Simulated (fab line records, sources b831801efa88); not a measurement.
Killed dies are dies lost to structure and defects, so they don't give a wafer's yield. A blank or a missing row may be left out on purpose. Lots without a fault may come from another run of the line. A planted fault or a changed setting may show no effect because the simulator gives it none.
A struck lot beside a sound one | flow sky130 | 16 steps out of a route of 708
Sound: wafers L212.1, L212.2, L212.6. Struck: wafers L224.1, L224.5, L224.6. The cause comes at the end.
At each step with rows: each side's tool, then ch and its chambers, then its first start. Under that, the readings that differ: sound wafers | struck wafers | difference of the means | sigmas: that difference in standard deviations of wafers without a fault.
alike: readings whose means differ by less than 2 such deviations, and words and numbers that are the same on both sides. not compared: withheld readings, readings that some wafer has no value for, bounds like >300 that may hide the same value, and numbers for which the record gives no deviation and whose values overlap.
The two part at a step that has a row with sigmas, a row that says differs or no value, or rows on one side only. Numbers that don't overlap but have no deviation are shown without sigmas and don't part them. A reading that every wafer of one side lacks parts them only if that side has two wafers or more.

SKY_VT_ADJUST_HVTR_OVL_MEAS_08:
  sound on overlay-01, day 10 19:04; struck on overlay-01, day 14 07:12
  alike: VT_ADJUST_HVTR_OVL
then, 1 step without rows for these wafers: SKY_VT_ADJUST_HVTR_IMPLANT_09.
SKY_VT_ADJUST_HVTR_STRIP_10: strips in O2/N2.
  sound on plasma_asher-03 ch 0,1, day 10 19:16; struck on plasma_asher-02 ch 0,1, day 14 07:32
  alike: drypump_motor_current_A, oes_product_au, strip_time_to_endpoint_s
  not compared: rf_hours_counter_h
SKY_VT_ADJUST_HVTR_TW_MEAS_11:
  sound on film_metro-01, day 10 19:22; struck on film_metro-01, day 14 07:38
  alike: VT_ADJUST_HVTR_TW
then, 7 steps without rows for these wafers: SKY_VT_ADJUST_PCH_DEHYDRATE_00 (time 60 s); SKY_VT_ADJUST_PCH_HMDS_01 (prime time 60 s); SKY_VT_ADJUST_PCH_COAT_02 (resist thk 3000 nm); SKY_VT_ADJUST_PCH_SOFTBAKE_03; SKY_VT_ADJUST_PCH_EXPOSE_04 (exposes mask NWM, target cd 840 nm); SKY_VT_ADJUST_PCH_PEB_05; SKY_VT_ADJUST_PCH_DEVELOP_06 (develop time 60 s).
SKY_VT_ADJUST_PCH_OVL_MEAS_07:
  sound on overlay-02, day 11 18:48; struck on overlay-02, day 15 10:21
  alike: VT_ADJUST_PCH_OVL
SKY_VT_ADJUST_PCH_IMPLANT_08:
  sound on implanter-03 ch 0, day 11 18:50; struck on implanter-03 ch 0, day 15 10:23
  reading            | sound                         | struck                        | difference | sigmas
  dose_ions_cm2      | 4.999e+11 4.999e+11 5.001e+11 | 1.968e+11 1.971e+11 1.969e+11 | -3.030e+11 | -99 or more
  faraday_current_uA | 2.88 2.89 2.74                | 1.12 1.12 1.09                | -1.73      | -33
  alike: beam_on_s
SKY_VT_ADJUST_PCH_STRIP_09: strips in O2/N2.
  sound on plasma_asher-03 ch 0,1, day 11 18:59; struck on plasma_asher-03 ch 0,1, day 15 10:32
  alike: drypump_motor_current_A, oes_product_au, strip_time_to_endpoint_s
  not compared: rf_hours_counter_h
SKY_VT_ADJUST_PCH_TW_MEAS_10:
  sound on film_metro-02, day 11 19:05; struck on film_metro-04, day 15 10:52
  reading          | sound             | struck            | difference | sigmas
  VT_ADJUST_PCH_TW | 145.2 143.8 144.8 | 114.8 115.2 114.7 | -29.7      | -21
  not compared: hold
-- the record jumps here: 35 days lie between the struck wafers' starts before and after (it left off in module VT_ADJUST_PCH and takes up again in module PAD_OPEN, whose first step shown is number 708 of the route) --
SKY_PAD_OPEN_PROBE_99:
  sound on prober-02, day 47 14:33; struck on prober-01, day 50 04:45
  reading                                   | sound                       | struck                        | difference | sigmas
  model.etest.nfet_16v.r_on_ohm_um          | 1.4e+04 1.419e+04 1.408e+04 | 1.349e+04 1.369e+04 1.355e+04 | -5.133e+02 |
  model.etest.pfet_g5v0d10v5.drive_ua_um    | 346.1 338.5 340             | 337.1 334.8 338.3             | -4.8       |
  model.etest.pfet_01v8_lvt.drive_ua_um     | 171.7 170.4 170.2           | 165.6 163.1 165.7             | -6.0       |
  model.etest.pfet_01v8_lvt.off_log10_a_um  | -9.026 -8.926 -8.96         | -9.745 -9.903 -9.761          | -0.832     |
  model.etest.pfet_g5v0d10v5.off_log10_a_um | -12.44 -12.57 -12.51        | -13.45 -13.42 -13.55          | -0.97      |
  alike: killed_at_M0_to_M3, killed_at_M4_up, killed_at_contacts, killed_at_front_end, killed_at_other, killed_dies, killed_open, killed_short
  not compared: model.etest.pfet_g5v0d10v5.r_on_ohm_um, model.etest.pfet_16v.drive_ua_um, model.etest.ring_5v.delay_ps

WHERE THEY PART
First at SKY_VT_ADJUST_PCH_IMPLANT_08; last, within this record, at SKY_VT_ADJUST_PCH_TW_MEAS_10. Later steps at which nothing parts them and some readings are alike: SKY_PAD_OPEN_PROBE_99.

WHY: what the simulator had put in
Process parameter drift: implanter-03, from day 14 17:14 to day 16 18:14, at SKY_VT_ADJUST_PCH_IMPLANT_08. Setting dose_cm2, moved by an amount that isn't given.
